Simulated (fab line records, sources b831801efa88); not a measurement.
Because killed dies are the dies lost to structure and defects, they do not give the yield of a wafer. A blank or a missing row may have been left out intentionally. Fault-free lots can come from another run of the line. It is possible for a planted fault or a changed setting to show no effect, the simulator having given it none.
A single fault, viewed from 2 desks :: flow sky130 :: numbers are kept per desk, each desk with only its own; the story behind them comes last

AT THE METROLOGY DESK
What the gauges read, lot by lot, whatever tool the lot ran on: means of the sampled wafers that have a number. A lot is out of limits, marked OUT, if its mean lies more than 4 standard deviations from the usual mean; the brackets give that distance.
Columns: A = VIA4_OVL at SKY_VIA4_OVL_MEAS_11, usual -0.1 nm
lot: L335
first seen here: day 42 12:08
A: 0.0

lot: L338
first seen here: day 44 13:41
A: -0.5

lot: L340
first seen here: day 44 21:56
A: -0.3

lot: L339
first seen here: day 45 00:11
A: -0.8

lot: L341
first seen here: day 45 04:10
A: 0.1

lot: L342
first seen here: day 45 09:31
A: 0.8

lot: L345
first seen here: day 45 16:44
A: -0.8

lot: L344
first seen here: day 45 18:02
A: 0.2

lot: L350
first seen here: day 46 18:40
A: 1.4

lot: L354
first seen here: day 47 14:58
A: -1.6

lot: L355
first seen here: day 48 02:28
A: 0.2

lot: L356
first seen here: day 48 07:08
A: 1.1
This desk's finding: nothing out of limits on any of the 12 lots.

DESK OF THE TOOL OWNER: wetBench-01
The tool's own readings at SKY_CONTACT_CLEAN_21 (cleans in IPA, time 180 s): means of the sampled wafers that have a number, for each lot that ran on this tool. A lot is out of limits, marked OUT, if its mean lies more than 4 standard deviations from the usual mean; the brackets give that distance.
Columns: A = tempC at SKY_CONTACT_CLEAN_21, usual 25.00 C
lot: L335
first seen here: day 31 05:19
A: 24.89

lot: L341
first seen here: day 34 09:20
A: 25.00

lot: L342
first seen here: day 34 17:40
A: 25.04

lot: L345
first seen here: day 35 02:55
A: 24.88

lot: L344
first seen here: day 35 03:02
A: 24.97

lot: L350
first seen here: day 36 12:49
A: 25.05

lot: L354
first seen here: day 37 11:59
A: 24.90

lot: L356
first seen here: day 38 08:36
A: 25.02
This desk's finding: nothing out of limits on any of the 8 lots.

PUT TOGETHER
At the metrology desk, nothing out of limits was observed.
Nothing out of limits was seen by the tool owner's desk.

WHAT THE SIMULATOR PUT IN
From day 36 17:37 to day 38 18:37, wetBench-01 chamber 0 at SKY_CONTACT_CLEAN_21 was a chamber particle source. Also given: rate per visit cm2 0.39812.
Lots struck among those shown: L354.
